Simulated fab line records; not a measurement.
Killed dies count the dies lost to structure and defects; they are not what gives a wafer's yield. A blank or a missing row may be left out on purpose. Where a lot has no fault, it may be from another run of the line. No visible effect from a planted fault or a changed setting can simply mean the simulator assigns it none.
Struck lot and sound lot, side by side -- flow sky130 -- 13 out of 708 route steps
Sound: wafers L338.1, L338.2, L338.6. Struck: wafers L330.2, L330.4, L330.6. The cause comes at the end.
For every step that has rows: the tool of each side, followed by ch and its chambers, followed by its first start. Under that, the readings that differ: sound wafers -- struck wafers -- difference of the means -- sigmas: that difference in standard deviations of wafers without a fault.
alike: same words and numbers on both sides, and readings whose means sit less than 2 such deviations apart. not compared: any withheld reading, any reading some wafer has no value for, any bound like >300 that may hide the same value, and any number with overlapping values for which the record gives no deviation.
A row with sigmas, a row that says differs or no value, or rows on one side alone: a step with any of these is where the two part. Numbers that don't overlap but have no deviation are shown without sigmas and don't part them. Lack of a reading on every wafer of one side parts them only where that side has two or more wafers.

SKY_FIELD_ISO_BOW_MEAS_00:
  struck on film-metro-03, day 3 12:01; sound on film-metro-01, day 5 04:00
  alike: INCOMING_BOW
then, 1 step without rows for these wafers: SKY_FIELD_ISO_OXIDATION_01 (stabilise 600 s, purge 300 s, target thk 12 nm).
SKY_FIELD_ISO_THK_MEAS_02:
  struck on film-metro-03, day 3 15:52; sound on film-metro-01, day 5 06:32
  alike: FIELD_ISO_OXIDATION_00_THK
then, 1 step without rows for these wafers: SKY_FIELD_ISO_CVD_03 (deposits Si3N4 from DCS/NH3, target thk 165 nm, time 2830 s).
SKY_FIELD_ISO_THK_MEAS_04:
  struck on film-metro-03, day 3 17:43; sound on film-metro-01, day 5 08:23
  alike: FIELD_ISO_CVD_03_THK
then, 6 steps without rows for these wafers: SKY_FIELD_ISO_DEHYDRATE_05 (time 60 s); SKY_FIELD_ISO_HMDS_06 (prime time 60 s); SKY_FIELD_ISO_COAT_07 (resist thk 60 nm); SKY_FIELD_ISO_COAT_08 (resist thk 450 nm); SKY_FIELD_ISO_SOFTBAKE_09 (time 90 s); SKY_FIELD_ISO_EXPOSE_10 (exposes mask FOM, target cd 150 nm).
SKY_FIELD_ISO_PEB_11:
  sound on litho-track-01 ch 0, day 6 02:00; struck on litho-track-03, day 4 09:00
reading,sound,struck,difference,sigmas
exhaust-pa (Pa),45.5 48.4 46.8,- - -,no value on the struck wafers,
  not compared: chill-plate-temp-C
then, 1 step without rows for these wafers: SKY_FIELD_ISO_DEVELOP_12 (develop time 60 s).

## WHERE THEY PART
At SKY_FIELD_ISO_PEB_11 and nowhere else, as far as this record goes.

WHY: what the simulator had put in
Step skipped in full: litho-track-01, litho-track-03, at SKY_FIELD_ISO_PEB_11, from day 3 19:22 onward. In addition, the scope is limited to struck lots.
